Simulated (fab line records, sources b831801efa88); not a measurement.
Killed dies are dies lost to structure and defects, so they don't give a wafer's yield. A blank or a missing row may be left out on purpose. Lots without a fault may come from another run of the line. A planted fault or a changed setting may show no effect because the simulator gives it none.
fab line records | flow sky130
record lots=5 wafers=15 last_day=50
route steps=708 shown METAL1@451 VIA1@458
lots that met no fault: from a run of the same line without faults
start_h: hours from the record's first day to the start of the lot's first wafer shown | wait_h: hours since the lot's step before | " the same as in the row above | L1.1+2: a row that stands for several wafers | - no value, or no start given | * or withheld: withheld | < > ~ a bound
route shown NAME@n: a module of which the file shows steps, and the number in the route of the first | usual: mean/standard deviation of fault-free wafers | same: alike in all rows | chamber/n: place in a boat | sites: the reading at each site | _std_site: their standard deviation | _edge_site: outer sites' mean less inner sites' | radius_mm: how far each site lies from the wafer's centre | mask NAME#n: copy n | behind: the tool/chamber that last shaped the wafer | hold: why the lot was held/for how many hours/how that ended | device: the transistor (n, p or np) that didn't switch | end of line: the same wafers' tests at the end of the route | a step without rows: its recipe alone | killed: dies lost to structure and defects at the first sort, not the wafer's yield | map: a wafer's dies, x killed, . not, _ none there
set.NAME: the setting as run; set.NAME@STEP: as run at that earlier step | model.NAME: the simulator's own value behind a step, which no gauge read
lots at some steps of the route; a table a step, a row a wafer
services: from which hour (start_h, from the record's first day; less than 0 if before it) a tool's chamber was out of use, for how many hours, and why
## steps
# step SKY_METAL1_DESCUM_17
# recipe chemistry=O2 source_power_w=150 bias_power_w=0 pressure_mtorr=10 temp_c=40 time_s=8
# usual chamber_pressure_mTorr=10.000/0.0084 drypump_motor_current_A=5.87/0.27 he_backside_leak_sccm=3.43/0.15 oes_product_au=1.000/0.0066 temp_c=39.99/0.11
# columns lot.wafer tool chamber start_h wait_h chamber_pressure_mTorr drypump_motor_current_A he_backside_leak_sccm oes_product_au rf_hours_counter_h temp_c
L074.2 rie_metal-01 0 760.96 0.0 10.003 5.45 3.39 1.004 9 40.13
L074.3 " 1 " " 10.012 6.15 3.58 0.989 - 40.03
L074.6 " 0 " " 10.008 5.48 3.34 0.999 - 40.09
L077.1 rie_metal-04 1 784.64 0.0 9.998 6.20 3.35 0.994 7 39.99
L077.5 " 0 " " 9.988 5.98 3.27 0.997 - 40.01
L077.6 " 1 " " 10.012 6.18 3.40 0.998 - 40.05
L083.1 rie_metal-04 0 835.84 0.0 10.007 5.96 3.29 1.006 4 39.94
L083.3 " 0 " " 10.002 5.98 3.28 0.995 - 39.96
L083.6 " 0 " " 10.007 5.98 3.33 1.009 - 40.07
L088.4 rie_metal-02 1 873.67 0.0 9.992 5.86 3.36 0.994 - 39.96
L088.5 " 1 " " 9.990 5.87 3.42 0.999 - 39.85
L088.6 " 1 " " 9.987 5.84 3.46 0.997 - 39.71
L095.2 rie_metal-02 1 919.86 0.0 10.004 5.81 3.43 1.014 13 40.05
L095.4 " 1 " " 9.996 5.83 3.03 1.006 - 39.82
L095.6 " 0 " " 9.985 5.61 3.52 0.996 - 40.08
# step SKY_METAL1_ETCH_18
# recipe chemistry=N2/H2 target=BARC ion_energy_ev=200 bias_w=100 pressure_mtorr=30 n2_flow_sccm=100 h2_flow_sccm=200 icp_w=500 stop_on=SiO2 time_s=45.9 target_depth_a=600
# usual bias_w=100.03/0.28 chamber_pressure_mTorr=30.002/0.027 drypump_motor_current_A=5.88/0.27 he_backside_leak_sccm=3.5/0.3 oes_product_au=0.855/0.0043 throttle_valve_pct=13.224/0.0099
# columns lot.wafer tool chamber start_h wait_h bias_w chamber_pressure_mTorr drypump_motor_current_A he_backside_leak_sccm oes_product_au rf_hours_counter_h throttle_valve_pct
L074.2 rie_metal-01 0 760.99 0.0 99.72 30.035 5.43 3.6 0.858 9 13.217
L074.3 " 1 " " 100.31 29.992 6.17 3.4 0.848 - 13.232
L074.6 " 0 " " 100.12 29.996 5.46 3.1 0.845 - 13.240
L077.1 rie_metal-04 1 784.67 0.0 99.75 30.002 6.24 3.6 0.855 7 13.228
L077.5 " 0 " " 100.14 29.964 5.96 3.3 0.854 - 13.231
L077.6 " 1 " " 100.46 30.003 6.23 3.5 0.856 - 13.219
L083.1 rie_metal-04 0 835.87 0.0 99.61 30.041 5.97 3.3 0.854 4 13.221
L083.3 " 0 " " 100.00 29.998 5.98 3.3 0.852 - 13.214
L083.6 " 0 " " 99.70 30.034 5.93 3.2 0.856 - 13.224
L088.4 rie_metal-02 1 873.77 0.1 100.14 30.014 5.85 3.5 0.859 - 13.230
L088.5 " 1 " " 100.05 29.958 5.87 3.4 0.865 - 13.229
L088.6 " 1 " " 100.33 29.972 5.87 3.5 0.855 - 13.215
L095.2 rie_metal-02 1 919.89 0.0 99.60 29.989 5.82 3.3 0.844 13 13.213
L095.4 " 1 " " 99.98 30.012 5.84 3.5 0.853 - 13.228
L095.6 " 0 " " 99.83 29.996 5.65 3.4 0.860 - 13.231
# step SKY_METAL1_METAL_ETCH_19
# recipe target_depth_a=3600 stop_on=SiO2 over_etch_frac=0.3 time_s=78 chemistry=Cl2/BCl3 resist_sidewall_deg=88 pressure_mtorr=10 icp_w=900 bias_w=48.5 Cl2_flow_sccm=60 bcl3_flow_sccm=30
# usual bias_w=48.49/0.15 chamber_pressure_mTorr=10.000/0.0087 drypump_motor_current_A=5.87/0.27 he_backside_leak_sccm=3.40/0.19 oes_product_au=0.853/0.0053 throttle_valve_pct=22.265/0.0084
# columns lot.wafer tool chamber start_h wait_h bias_w chamber_pressure_mTorr drypump_motor_current_A he_backside_leak_sccm oes_product_au rf_hours_counter_h throttle_valve_pct
L074.2 rie_metal-01 0 761.06 0.0 48.80 9.993 5.46 3.44 0.855 9 22.268
L074.3 " 1 " " 48.38 9.998 6.17 3.52 0.847 - 22.272
L074.6 " 0 " " 48.67 9.981 5.50 3.23 0.849 - 22.254
L077.1 rie_metal-04 1 784.74 0.0 48.48 10.002 6.20 3.50 0.852 7 22.258
L077.5 " 0 " " 48.36 9.991 5.94 3.22 0.855 - 22.260
L077.6 " 1 " " 48.45 9.991 6.21 3.60 0.845 - 22.265
L083.1 rie_metal-04 0 835.94 0.0 48.56 9.998 5.97 3.24 0.855 4 22.265
L083.3 " 0 " " 48.63 9.990 5.97 3.32 0.862 - 22.260
L083.6 " 0 " " 48.67 10.009 5.98 3.28 0.851 - 22.260
L088.4 rie_metal-02 1 873.92 0.1 48.73 10.008 5.82 3.40 0.855 - 22.271
L088.5 " 1 " " 48.49 10.009 5.86 3.39 0.853 - 22.261
L088.6 " 1 " " 48.61 9.989 5.83 3.40 0.861 - 22.276
L095.2 rie_metal-02 1 919.96 0.0 48.42 9.997 5.87 3.16 0.851 13 22.264
L095.4 " 1 " " 48.55 10.009 5.88 3.25 0.851 - 22.265
L095.6 " 0 " " 48.63 9.997 5.60 3.44 0.843 - 22.272
# step SKY_METAL1_STRIP_20
# recipe chemistry=O2/N2 power_w=1400 pressure_mtorr=1500 platen_temp_c=withheld o2_flow_sccm=3000 n2_flow_sccm=300 overash_fraction=0.5
# usual chamber_pressure_mTorr=1499.9/1.3 drypump_motor_current_A=6.0/0.48 oes_product_au=0.343/0.0048 strip_time_to_endpoint_s=2.700/0.029
# columns lot.wafer tool chamber start_h wait_h chamber_pressure_mTorr drypump_motor_current_A oes_product_au rf_hours_counter_h strip_time_to_endpoint_s
L074.2 plasma_asher-04 0 761.15 0.1 1500.2 5.6 0.337 63 2.676
L074.3 " 0 " " 1499.9 5.6 0.350 - 2.713
L074.6 " 0 " " 1500.5 5.6 0.338 - 2.658
L077.1 plasma_asher-01 0 784.83 0.1 1501.3 5.4 0.342 97 2.732
L077.5 " 1 " " 1499.9 6.6 0.342 - 2.686
L077.6 " 0 " " 1499.0 5.4 0.344 - 2.735
L083.1 plasma_asher-04 0 836.03 0.1 1499.9 5.6 0.340 70 2.707
L083.3 " 0 " " 1500.8 5.6 0.342 - 2.686
L083.6 " 1 " " 1499.6 6.0 0.338 - 2.694
L088.4 plasma_asher-01 0 874.04 0.1 1499.9 5.4 0.340 - 2.699
L088.5 " 0 " " 1499.9 5.4 0.343 - 2.721
L088.6 " 1 " " 1499.8 6.6 0.350 - 2.706
L095.2 plasma_asher-01 0 920.05 0.1 1498.7 5.4 0.339 108 2.704
L095.4 " 0 " " 1501.7 5.4 0.340 - 2.684
L095.6 " 0 " " 1499.0 5.4 0.335 - 2.701
# step SKY_METAL1_STRIP_21
# recipe chemistry=post_etch_residue_remover time_s=1200 temp_c=72.5
# usual temp_c=72.52/0.11
# columns lot.wafer tool chamber start_h wait_h temp_c
L074.2 wet_bench-01 1 761.25 0.1 72.77
L074.3 " 1 " " 72.48
L074.6 " 1 " " 72.50
L077.1 wet_bench-02 1 784.93 0.1 72.36
L077.5 " 1 " " 72.35
L077.6 " 1 " " 72.50
L083.1 wet_bench-01 3 836.13 0.1 72.46
L083.3 " 3 " " 72.65
L083.6 " 3 " " 72.53
L088.4 wet_bench-04 3 874.11 0.0 72.48
L088.5 " 3 " " 72.51
L088.6 " 3 " " 72.61
L095.2 wet_bench-04 0 920.15 0.1 72.60
L095.4 " 0 " " 72.48
L095.6 " 0 " " 72.52
# step SKY_METAL1_CLEAN_22
# recipe chemistry=IPA time_s=180 temp_c=25
# usual temp_c=25.02/0.1
# columns lot.wafer tool chamber start_h wait_h temp_c
L074.2 wet_bench-04 0 761.65 0.0 25.09
L074.3 " 0 " " 25.26
L074.6 " 0 " " 25.03
L077.1 wet_bench-04 3 785.27 0.0 24.88
L077.5 " 3 " " 25.07
L077.6 " 3 " " 24.94
L083.1 wet_bench-02 2 836.50 0.0 25.05
L083.3 " 2 " " 25.11
L083.6 " 2 " " 24.95
L088.4 wet_bench-01 2 874.45 0.0 25.08
L088.5 " 2 " " 24.97
L088.6 " 2 " " 25.18
L095.2 wet_bench-01 0 920.49 0.0 24.96
L095.4 " 0 " " 24.97
L095.6 " 0 " " 25.17
# step SKY_METAL1_CLEAN_23
# recipe chemistry=O3/DIW dry=n2_spin
# columns lot.wafer tool chamber start_h wait_h
L074.2+3+6 wet_bench-02 1 761.71 0.0
L077.1+5+6 wet_bench-02 1 785.33 0.0
L083.1+3+6 wet_bench-02 0 836.56 0.0
L088.4+5+6 wet_bench-02 3 874.52 0.0
L095.2+4+6 wet_bench-04 0 920.55 0.0
# step SKY_VIA1_HDPCVD_00
# recipe material=SiO2 target_thk_nm=1030 sigma_open_frac=0.3 time_s=171.7 temp_c=400 sih4_flow_sccm=60 pressure_mtorr=6
# columns lot.wafer tool chamber start_h wait_h
L074.2+3+6 hdpcvd-02 1,0,0 761.80 0.0
L077.1+5+6 hdpcvd-02 1,1,0 785.42 0.0
L083.1+3+6 hdpcvd-01 0,1,0 836.65 0.0
L088.4+5+6 hdpcvd-02 1,2,0 874.66 0.1
L095.2+4+6 hdpcvd-01 1,1,2 920.64 0.0
# step SKY_VIA1_THK_MEAS_01
# recipe reads=SiO2_of_VIA1_HDPCVD_00
# usual VIA1_HDPCVD_THK=1026/11
# columns lot.wafer tool chamber start_h wait_h VIA1_HDPCVD_THK[nm]
L074.2 film_metro-02 - 761.93 0.1 994
L074.3 " - " " 1023
L074.6 " - " " 1020
L077.1 film_metro-03 - 785.53 0.1 1015
L077.5 " - " " 1012
L077.6 " - " " 1011
L083.1 film_metro-02 - 836.76 0.1 1025
L083.3 " - " " 1025
L083.6 " - " " 1037
L088.4 film_metro-03 - 874.75 0.0 1021
L088.5 " - " " 1010
L088.6 " - " " 1017
L095.2 film_metro-02 - 920.76 0.1 1020
L095.4 " - " " 1030
L095.6 " - " " 1033
# step SKY_VIA1_CMP_02
# recipe material=SiO2 down_force_psi=4 platen_rpm=60 pad_velocity_m_s=0.94248
# usual motor_current_A=11.9/1.4 slurry_filter_dp_kPa=13.48/0.13
# columns lot.wafer tool chamber start_h wait_h motor_current_A slurry_filter_dp_kPa
L074.3 cmp-02 1 761.98 0.0 13.8 13.64
L074.2 " 3 " " 10.3 13.42
L074.6 " 2 " " 11.7 13.54
L077.1 cmp-01 3 785.69 0.1 12.2 13.65
L077.6 " 1 " " 11.2 13.37
L077.5 " 2 " " 14.7 13.40
L083.3 cmp-02 0 836.87 0.1 12.1 13.40
L083.1 " 2 " " 11.6 13.67
L083.6 " 3 " " 10.0 13.80
L088.4 cmp-01 1 874.93 0.2 10.9 13.49
L088.5 " 2 " " 14.3 13.45
L088.6 " 3 " " 12.6 13.45
L095.2 cmp-02 2 920.86 0.1 11.2 13.42
L095.4 " 0 " " 11.5 13.45
L095.6 " 1 " " 14.2 13.71
# step SKY_VIA1_BOW_MEAS_03
# recipe mode=bow
# usual VIA1_BOW=80/7
# columns lot.wafer tool chamber start_h wait_h VIA1_BOW[um]
L074.2 film_metro-02 - 762.30 0.2 90
L074.3 " - " " 89
L074.6 " - " " 89
L077.1 film_metro-01 - 785.89 0.1 75
L077.5 " - " " 75
L077.6 " - " " 79
L083.1 film_metro-01 - 837.12 0.1 90
L083.3 " - " " 79
L083.6 " - " " 76
L088.4 film_metro-01 - 875.14 0.2 74
L088.5 " - " " 77
L088.6 " - " " 83
L095.2 film_metro-03 - 921.13 0.2 80
L095.4 " - " " 84
L095.6 " - " " 75
# step SKY_VIA1_DEHYDRATE_04
# recipe temp_c=200 time_s=60
# usual resist_line_temp_C=23.01/0.1
# columns lot.wafer tool chamber start_h wait_h resist_line_temp_C
L074.2 litho_track-03 0 775.59 13.3 22.96
L074.3 " 0 " " 23.04
L074.6 " 0 " " 22.98
L077.1 litho_track-04 0 798.34 12.4 22.96
L077.5 " 0 " " 22.96
L077.6 " 0 " " 22.91
L083.1 litho_track-02 0 849.56 12.4 22.95
L083.3 " 0 " " 22.93
L083.6 " 0 " " 22.95
L088.4 litho_track-02 0 887.43 12.3 23.03
L088.5 " 0 " " 23.01
L088.6 " 0 " " 23.20
L095.2 litho_track-04 0 932.91 11.8 22.85
L095.4 " 0 " " 22.94
L095.6 " 0 " " 23.08
# step SKY_VIA1_HMDS_05
# recipe prime_time_s=60 prime_temp_c=120
# usual resist_line_temp_C=23.01/0.11
# columns lot.wafer tool chamber start_h wait_h resist_line_temp_C
L074.2 litho_track-03 0 775.74 0.1 23.12
L074.3 " 0 " " 23.09
L074.6 " 0 " " 23.10
L077.1 litho_track-04 0 798.49 0.1 23.05
L077.5 " 0 " " 23.12
L077.6 " 0 " " 23.08
L083.1 litho_track-02 0 849.71 0.1 22.86
L083.3 " 0 " " 23.00
L083.6 " 0 " " 22.79
L088.4 litho_track-02 0 887.58 0.1 22.91
L088.5 " 0 " " 22.70
L088.6 " 0 " " 22.81
L095.2 litho_track-04 0 933.06 0.1 23.01
L095.4 " 0 " " 23.20
L095.6 " 0 " " 23.14
# step SKY_VIA1_COAT_06
# recipe resist=BARC temp_c=withheld time_s=withheld spin_rpm=3000 resist_thk_nm=60
# usual resist_line_temp_C=*
# columns lot.wafer tool chamber start_h wait_h resist_line_temp_C
L074.2 litho_track-03 0 775.89 0.1 *
L074.3 " 0 " " *
L074.6 " 0 " " *
L077.1 litho_track-04 0 798.64 0.1 *
L077.5 " 0 " " *
L077.6 " 0 " " *
L083.1 litho_track-02 0 849.86 0.1 *
L083.3 " 0 " " *
L083.6 " 0 " " *
L088.4 litho_track-02 0 887.73 0.1 *
L088.5 " 0 " " *
L088.6 " 0 " " *
L095.2 litho_track-04 0 933.21 0.1 *
L095.4 " 0 " " *
L095.6 " 0 " " *
# step SKY_VIA1_COAT_07
# recipe resist=KrF-thick spin_rpm=3000 resist_thk_nm=450
# usual resist_line_temp_C=22.99/0.11
# columns lot.wafer tool chamber start_h wait_h resist_line_temp_C
L074.2 litho_track-03 0 - - 22.94
L074.3 " 0 " " 22.89
L074.6 " 0 " " 22.97
L077.1 litho_track-04 0 - - 23.06
L077.5 " 0 " " 22.84
L077.6 " 0 " " 23.03
L083.1 litho_track-02 0 - - 23.18
L083.3 " 0 " " 23.13
L083.6 " 0 " " 23.13
L088.4 litho_track-02 0 - - 22.80
L088.5 " 0 " " 22.95
L088.6 " 0 " " 22.96
L095.2 litho_track-04 0 - - 22.95
L095.4 " 0 " " 22.94
L095.6 " 0 " " 22.90
# step SKY_VIA1_SOFTBAKE_08
# recipe temp_c=100 time_s=90 resist=KrF-thick
# usual resist_line_temp_C=23.00/0.12
# columns lot.wafer tool chamber start_h wait_h resist_line_temp_C
L074.2 litho_track-03 0 - - 23.03
L074.3 " 0 " " 22.98
L074.6 " 0 " " 22.96
L077.1 litho_track-04 0 - - 22.87
L077.5 " 0 " " 22.87
L077.6 " 0 " " 22.93
L083.1 litho_track-02 0 - - 23.02
L083.3 " 0 " " 23.18
L083.6 " 0 " " 23.16
L088.4 litho_track-02 0 - - 23.04
L088.5 " 0 " " 23.03
L088.6 " 0 " " 23.03
L095.2 litho_track-04 0 - - 23.09
L095.4 " 0 " " 23.03
L095.6 " 0 " " 22.98
# step SKY_VIA1_EXPOSE_09
# recipe mask_id=VIM na=0.8 source_shape=annular sigma_inner=0.55 sigma_outer=0.85 target_cd_nm=150 dose_mj=38
# columns lot.wafer tool chamber start_h wait_h mask
L074.2+3+6 krf_scanner-02 0 - - VIM#0
L077.1+5+6 krf_scanner-02 0 - - VIM#0
L083.1+3+6 krf_scanner-01 0 - - VIM#0
L088.4+5+6 krf_scanner-01 0 - - VIM#0
L095.2+4+6 krf_scanner-02 0 - - VIM#0
# step SKY_VIA1_PEB_10
# recipe peb_temp_c=withheld peb_time_s=withheld resist=KrF-thick
# usual resist_line_temp_C=*
# columns lot.wafer tool chamber start_h wait_h resist_line_temp_C
L074.2 litho_track-04 0 - - *
L074.3 " 0 " " *
L074.6 " 0 " " *
L077.1 litho_track-04 0 - - *
L077.5 " 0 " " *
L077.6 " 0 " " *
L083.1 litho_track-03 0 - - *
L083.3 " 0 " " *
L083.6 " 0 " " *
L088.4 litho_track-03 0 - - *
L088.5 " 0 " " *
L088.6 " 0 " " *
L095.2 litho_track-02 0 - - *
L095.4 " 0 " " *
L095.6 " 0 " " *
## services
# columns tool chamber start_h hours kind
cmp-02 - 744.00 4.0 pm
krf_scanner-02 - 767.14 6.5 repair
hdpcvd-02 1 767.35 9.7 repair
cmp-02 - 769.86 2.8 repair
krf_scanner-02 - 773.65 0.8 pm
rie_metal-01 - 776.32 2.8 pm
wet_bench-02 - 801.39 1.9 pm
rie_metal-02 - 802.87 0.4 repair
krf_scanner-02 - 806.81 1.0 pm
krf_scanner-02 - 829.86 4.4 pm
rie_metal-02 0 838.67 1.7 repair
wet_bench-04 - 846.24 0.8 repair
krf_scanner-02 - 848.44 4.0 pm
krf_scanner-02 - 857.07 1.3 pm
rie_metal-01 - 861.80 0.6 repair
cmp-02 - 862.43 21.5 repair
krf_scanner-02 - 876.76 0.8 pm
plasma_asher-01 - 877.02 18.8 repair
plasma_asher-01 - 879.27 0.5 repair
cmp-02 - 894.13 1.2 repair
cmp-02 - 905.50 1.2 repair
cmp-02 - 910.89 6.7 repair
rie_metal-04 - 920.24 0.8 repair
rie_metal-04 0 938.42 8.2 repair
## key
fault none
